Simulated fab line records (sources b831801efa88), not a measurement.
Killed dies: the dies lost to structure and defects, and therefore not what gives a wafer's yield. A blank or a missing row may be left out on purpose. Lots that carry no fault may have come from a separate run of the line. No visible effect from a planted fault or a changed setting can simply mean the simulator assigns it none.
What tool caused it? | flow gf180mcu | 13 lots with 39 wafers sampled at 4 steps, on a route of 602 steps

== WHAT THE GAUGES SHOWED, per wafer ==
GF_HV_LDD_CD_MEAS_19: the cd target is 400 nm.
lot  | measured     | on        | cd nm (nm)
L527 | day 11 01:25 | cd sem-01 | 401.8 402.4 400.9
L530 | day 12 01:33 | cd sem-02 | 397.7 397.1 395.6
L532 | day 12 17:38 | cd sem-01 | 399.1 399.8 402.3
L533 | day 13 05:04 | cd sem-02 | 402.3 400.0 400.2
L534 | day 13 11:48 | cd sem-01 | 401.1 399.8 400.6
L535 | day 13 15:58 | cd sem-01 | 403.8 400.6 401.7
L536 | day 14 03:29 | cd sem-01 | 396.6 397.3 397.0
L537 | day 14 07:59 | cd sem-01 | 402.3 400.1 403.7
L539 | day 14 22:36 | cd sem-01 | 401.4 399.5 399.4
L546 | day 17 04:46 | cd sem-02 | 390.8 393.7 393.2 391.2 393.7 393.6
L547 | day 17 10:19 | cd sem-01 | 386.4 387.8 386.4 386.6 387.8 387.0
L548 | day 17 20:58 | cd sem-02 | 392.2 393.6 391.2 392.4 394.1 391.3
L549 | day 18 00:58 | cd sem-02 | 399.9 399.4 402.4

GF_HV_LDD_TW_MEAS_50.
lot  | measured     | on            | HV_LDD_4_TW
L527 | day 12 15:54 | film metro-02 | 567.4 569.2 566.7
L530 | day 13 17:50 | film metro-02 | 566.2 563.2 567.5
L532 | day 14 11:46 | film metro-01 | 563.5 567.4 565.7
L533 | day 14 23:52 | film metro-01 | 564.9 564.4 564.5
L534 | day 15 06:55 | film metro-01 | 569.6 568.4 564.4
L535 | day 15 11:12 | film metro-02 | 569.3 567.1 568.8
L536 | day 15 23:40 | film metro-03 | 569.3 573.0 570.9
L537 | day 16 04:49 | film metro-03 | 569.8 565.8 564.4
L539 | day 16 19:29 | film metro-02 | 569.7 566.3 571.5
L546 | day 19 05:01 | film metro-02 | 568.2 569.2 568.5
L547 | day 19 11:20 | film metro-03 | 570.8 568.8 570.1
L548 | day 19 22:23 | film metro-03 | 569.5 569.3 571.0
L549 | day 20 02:43 | film metro-03 | 571.6 570.1 569.9

GF_PSD_OVL_MEAS_08.
lot  | measured     | on         | PSD_OVL (nm)
L527 | day 14 12:32 | overlay-02 | 0.1 -0.4 0.1
L530 | day 15 15:28 | overlay-01 | 0.2 -1.5 -1.8
L532 | day 16 09:46 | overlay-01 | 1.3 -0.9 0.5
L533 | day 17 01:07 | overlay-02 | 0.7 2.9 2.7
L534 | day 17 06:20 | overlay-02 | -1.2 -5.0 -3.8
L535 | day 17 11:46 | overlay-01 | -0.9 -1.1 -1.5
L536 | day 18 00:40 | overlay-02 | 0.2 -0.9 0.5
L537 | day 18 08:08 | overlay-02 | 1.5 2.4 0.2
L539 | day 18 21:58 | overlay-02 | -0.3 0.9 -0.7
L546 | day 21 09:01 | overlay-01 | 0.4 -0.8 1.1
L547 | day 21 14:32 | overlay-01 | -0.1 0.5 0.3
L548 | day 22 00:16 | overlay-02 | -1.2 -0.9 0.1
L549 | day 22 06:37 | overlay-01 | -1.1 -1.4 0.3

== TOOL THAT RAN EACH LOT (tool first, then ch and the chambers of the sampled wafers, then the start) ==
lot  | GF_HV_LDD_EXPOSE_16
L527 | iline stepper-02 ch 0, day 10 16:58
L530 | iline stepper-01 ch 0, day 11 16:30
L532 | iline stepper-01 ch 0, day 12 08:34
L533 | iline stepper-02 ch 0, day 12 19:01
L534 | iline stepper-02 ch 0, day 13 02:09
L535 | iline stepper-01 ch 0, day 13 06:20
L536 | iline stepper-01 ch 0, day 13 17:03
L537 | iline stepper-01 ch 0, day 13 22:32
L539 | iline stepper-01 ch 0, day 14 11:40
L546 | iline stepper-02 ch 0, day 16 17:25
L547 | iline stepper-02 ch 0, day 16 23:34
L548 | iline stepper-02 ch 0, day 17 09:37
L549 | iline stepper-01 ch 0, day 17 12:31
- GF_HV_LDD_EXPOSE_16: exposes mask Pplus LV AREA, target cd 400 nm.

== AS READ BY THE TOOLS THEMSELVES (means over the sampled wafers that have a number; for cases with no such wafer, the mark the record gives instead) ==
GF_HV_LDD_EXPOSE_16.
lot  | tool             | exposure dose mJ cm2 | focus offset nm (nm)
L527 | iline stepper-02 | 139.90               | 0.6
L530 | iline stepper-01 | 139.82               | -0.4
L532 | iline stepper-01 | 140.03               | -0.0
L533 | iline stepper-02 | 140.12               | -0.1
L534 | iline stepper-02 | 140.02               | -0.7
L535 | iline stepper-01 | 140.07               | 0.2
L536 | iline stepper-01 | 140.01               | -0.1
L537 | iline stepper-01 | 139.88               | -0.4
L539 | iline stepper-01 | 139.87               | 0.3
L546 | iline stepper-02 | 135.77               | -0.1
L547 | iline stepper-02 | 135.46               | -0.0
L548 | iline stepper-02 | 135.45               | -0.3
L549 | iline stepper-01 | 140.19               | 0.1

== THE ANSWER, worked out from the rows above alone ==
Rule: usual is defined by the lots themselves. The widest of any qualifying gaps counts: lots, ordered by their means at a reading, are off when they make up no more than a third of the lots, leave a main group of 4 or more, and stand apart from it by 3 or more times the standard deviation of that group's means. A main group is skipped when, at the precision printed for the reading in the tables above, its means are all equal. Also off: a lot with no number at a reading for which 4 or more lots have one. Where the step has rows for the other lots, those lots are counted as sound. After the gauges, taken in route order, come the tools' own readings; for these a lot's mean is taken, as printed above. The first step at which some lot is off is used, and at that step the reading that is off furthest; a lot without a number counts as furthest.
Off at GF_HV_LDD_EXPOSE_16 (exposure dose mJ cm2): L546, L547, L548. The main group has a mean of 139.99 with a standard deviation of 0.11.
If a tool, at that step or one of the process steps before it, ran each lot that is off and ran no sound lot following the first of them, it fits. One fits: iline stepper-02 at GF_HV_LDD_EXPOSE_16. Its last sound lot is L534 (day 13 02:09), its first lot that is off L546 (day 16 17:25): a fault that began between those two fits.
On the lots that are off, the tool's own readings at GF_HV_LDD_EXPOSE_16 differ by more than 5 times the standard deviation of the sound lots' means, which bears it out; exposure dose mJ cm2 reads 135.56 there versus 139.99 on the sound lots.

== WHAT THE SIMULATOR HAD PUT IN ==
Process parameters drifting: iline stepper-02 at GF_HV_LDD_EXPOSE_16, beginning at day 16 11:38. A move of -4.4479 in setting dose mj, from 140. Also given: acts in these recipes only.
Struck lots among those shown: L546, L547, L548. The rule given above showed the same thing.
